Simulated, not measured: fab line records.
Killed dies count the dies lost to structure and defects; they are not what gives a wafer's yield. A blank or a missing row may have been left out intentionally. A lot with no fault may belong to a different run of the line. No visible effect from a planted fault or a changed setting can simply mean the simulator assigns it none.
One fault through the eyes of 2 desks / flow gf180mcu / numbers are kept per desk, each desk with only its own; the story behind them comes last

## FOR THE TOOL OWNER'S DESK: cvd w-01
The tool's own readings at GF_V3_CVD_23 (deposits W, target thk 350 nm, time 104.9 s): means of the sampled wafers that have a number, for each lot that ran on this tool. Any lot whose mean is over 4 standard deviations away from the usual mean is out of limits and marked OUT; that distance is given in the brackets.
Columns: A = heater power w at GF_V3_CVD_23, usual 876 W; B = susceptor temp C at GF_V3_CVD_23, usual 400.00 C
lot=L483; first seen here=day 23 10:19; A=887; B=400.07
lot=L485; first seen here=day 23 18:07; A=943; B=400.10
lot=L486; first seen here=day 24 04:28; A=934; B=399.89
lot=L489; first seen here=day 25 05:34; A=930; B=399.75
lot=L491; first seen here=day 26 00:51; A=893; B=400.23
lot=L493; first seen here=day 26 10:04; A=939; B=399.94
lot=L494; first seen here=day 26 12:59; A=936; B=399.98
lot=L496; first seen here=day 27 04:13; A=1015; B=420.72 (+94) OUT
lot=L497; first seen here=day 27 12:32; A=1004; B=420.69 (+94) OUT
This desk's verdict: out of limits on L496, L497, starting with L496 at day 27 04:13 (susceptor temp C at GF_V3_CVD_23). In limits: L483, L485, L486, L489, L491, L493, L494.

## THE METROLOGY DESK
Lot by lot, what the gauges showed, no matter which tool ran the lot: averages of those sampled wafers that carry a number. Any lot whose mean is over 4 standard deviations away from the usual mean is out of limits and marked OUT; that distance is given in the brackets.
Columns: A = V3_W_RS at GF_V3_RS_MEAS_24, usual 0.332 ohm/sq; B = V3_W_THK at GF_V3_THK_MEAS_25, usual 364 nm
lot=L483; first seen here=day 23 10:26; A=0.334; B=357
lot=L485; first seen here=day 23 18:16; A=0.333; B=363
lot=L486; first seen here=day 24 04:35; A=0.333; B=355
lot=L489; first seen here=day 25 05:41; A=0.334; B=368
lot=L490; first seen here=day 25 12:55; A=0.336; B=354
lot=L491; first seen here=day 26 00:58; A=0.329; B=361
lot=L493; first seen here=day 26 10:10; A=0.333; B=365
lot=L494; first seen here=day 26 13:05; A=0.330; B=363
lot=L496; first seen here=day 27 04:19; A=0.229 (-33) OUT; B=545 (+30) OUT
lot=L497; first seen here=day 27 12:38; A=0.231 (-33) OUT; B=547 (+30) OUT
This desk's result: L496, L497 out of limits, first on L496 (V3_W_RS at GF_V3_RS_MEAS_24), day 27 04:19. In limits: L483, L485, L486, L489, L490, L491, L493, L494.

## TAKEN TOGETHER
The tool owner's desk had the chance to raise an alarm at day 27 04:13 on L496, L497.
L496, L497 would have let the metrology desk raise an alarm at day 27 04:19.
On cvd w-01, each named lot ran GF_V3_CVD_23.

## WHAT THE SIMULATOR HAD PUT IN
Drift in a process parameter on cvd w-01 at GF_V3_CVD_23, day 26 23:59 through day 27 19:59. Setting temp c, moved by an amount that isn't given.
Shown lots that were struck: L496, L497.
Counting hours from when the fault started, the first reading out of limits came at 4 for the tool owner's desk and at 4 for the metrology desk.
